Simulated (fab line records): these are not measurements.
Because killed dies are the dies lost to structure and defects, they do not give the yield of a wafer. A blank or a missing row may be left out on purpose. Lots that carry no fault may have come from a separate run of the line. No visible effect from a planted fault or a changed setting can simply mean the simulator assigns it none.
A lot that was struck, set against a sound lot ; flow sky130 ; 20 out of 708 route steps
Sound: wafers L587.1, L587.2, L587.5. Wafers struck: L605.2, L605.3, L605.6. The cause is named last.
At each step with rows: each side's tool, then ch and its chambers, then its first start. Under that, the readings that differ: sound wafers ; struck wafers ; difference of the means ; sigmas: that difference in standard deviations of wafers without a fault.
alike: words and numbers the same on both sides, and readings whose means are apart by under 2 such deviations; not compared: readings that were withheld, readings missing a value for some wafer, numbers with overlapping values and no deviation given by the record, and bounds like >300 which may hide the same value.
Wherever a step has rows on one side only, a row that says differs or no value, or a row with sigmas, the two part there. Non-overlapping numbers with no deviation appear without sigmas and do not part them. Lack of a reading on every wafer of one side parts them only where that side has two or more wafers.

SKY_FIELD_ISO_BOW_MEAS_00:
  sound: film_metro-01 at day 1 10:00; struck: film_metro-04 at day 5 04:01
  alike: INCOMING_BOW
then, 1 step without rows for these wafers: SKY_FIELD_ISO_OXIDATION_01 (stabilise 600 s, purge 300 s, target thk 12 nm).
SKY_FIELD_ISO_THK_MEAS_02:
  sound: film_metro-04 at day 1 12:40; struck: film_metro-04 at day 5 07:02
  alike: FIELD_ISO_OXIDATION_00_THK
then, 1 step without rows for these wafers: SKY_FIELD_ISO_CVD_03 (deposits Si3N4 from DCS/NH3, target thk 165 nm, time 2830 s).
SKY_FIELD_ISO_THK_MEAS_04:
  sound: film_metro-04 at day 1 16:26; struck: film_metro-02 at day 5 09:34
  alike: FIELD_ISO_CVD_03_THK
then, 5 steps without rows for these wafers: SKY_FIELD_ISO_DEHYDRATE_05 (time 60 s); SKY_FIELD_ISO_HMDS_06 (prime time 60 s); SKY_FIELD_ISO_COAT_07 (resist thk 60 nm); SKY_FIELD_ISO_COAT_08 (resist thk 450 nm); SKY_FIELD_ISO_SOFTBAKE_09 (time 90 s).
SKY_FIELD_ISO_EXPOSE_10: exposes mask FOM, target cd 150 nm.
  sound on krf_scanner-02 ch 0, day 1 23:43; struck on krf_scanner-02 ch 0, day 5 18:44
reading;sound;struck;difference;sigmas
exposure_dose_mJ_cm2;28.025 27.995 27.982;30.836 30.832 30.860;+2.842;+98
  alike: mask, stage_vel_mm_s
then, 2 steps without rows for these wafers: SKY_FIELD_ISO_PEB_11; SKY_FIELD_ISO_DEVELOP_12 (develop time 60 s).
SKY_FIELD_ISO_CD_MEAS_13: the cd target is 150 nm.
  sound: cd_sem-02 at day 2 06:17; struck: cd_sem-01 at day 6 04:15
reading;sound;struck;difference;sigmas
cd_nm (nm);152.4 150.0 152.1;131.0 130.9 130.2;-20.8;-13
SKY_FIELD_ISO_ETCH_14: etches BARC in N2/H2, stops on SiO2, time 45.9 s, target depth 60 nm.
  sound on rie_diel-01 ch 0,2, day 2 06:25; struck on rie_diel-01 ch 1,3, day 6 04:21
reading;sound;struck;difference;sigmas
bias_w (W);99.54 99.97 99.58;100.19 100.77 100.62;+0.83;+3
model.FIELD_ISO.cd_nm (nm);152 150.8 152.1;131.1 131.5 130.5;-20.6;
  alike: drypump_motor_current_A, oes_product_au, throttle_valve_pct
  not compared: rf_hours_counter_h
SKY_FIELD_ISO_ETCH_15: etches the open film in CHF3/O2, stops on Si, target depth 180 nm, time 72 s.
  sound on rie_diel-01 ch 0,2, day 2 06:27; struck on rie_diel-01 ch 1,3, day 6 04:23
reading;sound;struck;difference;sigmas
chf3_flow_sccm (sccm);50.34 50.31 50.37;49.75 50.05 49.79;-0.48;-3
  alike: bias_w, drypump_motor_current_A, oes_product_au, throttle_valve_pct
  not compared: rf_hours_counter_h
SKY_FIELD_ISO_STRIP_16: strips in O2/N2.
  sound on plasma_asher-03 ch 0,1, day 2 06:31; struck on plasma_asher-02 ch 0,1, day 6 04:26
  alike: drypump_motor_current_A, o2_flow_sccm, oes_product_au, strip_time_to_endpoint_s
  not compared: rf_hours_counter_h
SKY_FIELD_ISO_ETCH_17: etches Si in HBr/Cl2/O2, target depth 342 nm, time 97.7 s.
  sound on rie_si-02 ch 0,2, day 2 06:37; struck on rie_si-01 ch 0,1,3, day 6 04:32
reading;sound;struck;difference;sigmas
model.FIELD_ISO.cd_nm (nm);152.3 150.6 152.5;132 132.2 131.6;-20;
  alike: bias_w, drypump_motor_current_A, oes_product_au, throttle_valve_pct
  not compared: rf_hours_counter_h
then, 1 step without rows for these wafers: SKY_FIELD_ISO_WET_ETCH_18 (etches Si3N4 in H3PO4, target depth 25 nm, time 286 s).
-- a jump in the record: the struck wafers' starts before and after are 43 days apart (it breaks off in module FIELD_ISO and resumes in module PAD_OPEN, where the first step shown is number 708 of the route) --
SKY_PAD_OPEN_PROBE_99:
  sound: prober-01 at day 45 20:42; struck: prober-02 at day 49 15:46
reading;sound;struck;difference;sigmas
killed_at_front_end;16 23 17;31 37 35;+16;+3
killed_on_rim;15 21 15;31 38 37;+18;+4
model.etest.pfet_g5v0d10v5.r_on_ohm_um;4683 4704 4737;4982 4950 4932;+247;
model.etest.res_pdiff.line_ohm_um;1360 1366 1335;1529 1559 1539;+189;
model.etest.res_ndiff.line_ohm_um;755.8 772.2 745.9;855.4 857.1 872.2;+103.6;
model.etest.sram_nfet_pass.drive_ua_um;503.4 488.4 507.7;428.8 411.2 424.1;-78.5;
model.etest.sonos_uncharged.r_on_ohm_um;807 796.4 809.1;838.6 842.4 838.1;+35.5;
model.etest.res_ndiff.width_nm (nm);159.3 157 159.3;139.2 139.3 138.2;-19.6;
model.etest.res_pdiff.width_nm (nm);146 143.9 147.1;126 126 125.5;-20;
model.etest.sram_pfet_latch.drive_ua_um;143.5 146.9 145.3;123.2 130 126.6;-18.6;
  alike: killed_at_M0_to_M3, killed_at_M4_up, killed_at_contacts, killed_at_other, killed_dies, killed_open, killed_short

== WHERE THEY PART ==
Earliest at SKY_FIELD_ISO_EXPOSE_10; latest, in this record, at SKY_PAD_OPEN_PROBE_99.

WHY: the cause the simulator had injected
Process parameter drift: krf_scanner-02, from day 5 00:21 on, at SKY_FIELD_ISO_EXPOSE_10. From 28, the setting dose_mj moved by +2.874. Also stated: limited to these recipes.
